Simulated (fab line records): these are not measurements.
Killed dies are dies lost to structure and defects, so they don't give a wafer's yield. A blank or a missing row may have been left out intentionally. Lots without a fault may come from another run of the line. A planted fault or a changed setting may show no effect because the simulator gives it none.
Which tool did it? / flow sky130 / Sampling: 6 lots, 18 wafers, 2 of 708 route steps

## WHAT EACH GAUGE READ, for each wafer
SKY_LDD_P_TW_MEAS_11.
lot=L138; measured=day 20 02:56; on=film_metro-02; LDD_P_TW=633 638 636
lot=L140; measured=day 20 19:26; on=film_metro-01; LDD_P_TW=629 631 629
lot=L143; measured=day 22 10:23; on=film_metro-03; LDD_P_TW=632 633 631
lot=L147; measured=day 23 11:42; on=film_metro-01; LDD_P_TW=628 631 630
lot=L150; measured=day 24 22:36; on=film_metro-03; LDD_P_TW=587 583 589
lot=L152; measured=day 25 04:30; on=film_metro-03; LDD_P_TW=634 633 632

## WHAT TOOL EACH LOT RAN ON (gives the tool, then ch and the chambers of the sampled wafers, and finally the start)
lot=L138; SKY_LDD_P_IMPLANT_09=implanter-02 ch 0, day 20 02:41
lot=L140; SKY_LDD_P_IMPLANT_09=implanter-04 ch 0, day 20 19:13
lot=L143; SKY_LDD_P_IMPLANT_09=implanter-04 ch 0, day 22 10:08
lot=L147; SKY_LDD_P_IMPLANT_09=implanter-04 ch 0, day 23 11:28
lot=L150; SKY_LDD_P_IMPLANT_09=implanter-04 ch 0, day 24 22:23
lot=L152; SKY_LDD_P_IMPLANT_09=implanter-01 ch 0, day 25 04:16
- SKY_LDD_P_IMPLANT_09

## THE ANSWER, worked out from the rows above alone
Rule: what is usual is taken from the lots themselves. Put in order of their means at a reading, lots are off if they are a third of the lots or fewer, leave a main group of 4 or more, and stand apart from it by a gap of 3 or more times the standard deviation of the main group's means; of several such gaps the widest counts. If all means in a main group match to the digits the tables above print for the reading, that group is not used. A lot without any number at a reading at which 4 lots or more have one is off too. All remaining lots with rows at the step are treated as sound.
Off: L150, at SKY_LDD_P_TW_MEAS_11 (LDD_P_TW). Main group: mean 632, sd 2.3.
If a tool, at a process step before that reading, ran all the lots that are off and no sound lot after the first of them, it fits. Those tools and the gauges at SKY_LDD_P_TW_MEAS_11 are tried in the same way. One fits: SKY_LDD_P_IMPLANT_09 on implanter-04. A fault onset in the window from L147 (day 23 11:28, its last sound lot) to L150 (day 24 22:23, its first lot off) fits.

## WHAT HAD BEEN PUT IN BY THE SIMULATOR
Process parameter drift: implanter-04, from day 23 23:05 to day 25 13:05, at SKY_LDD_P_IMPLANT_09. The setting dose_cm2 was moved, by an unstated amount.
Shown lots that were struck: L150. The rule given above showed the same thing.
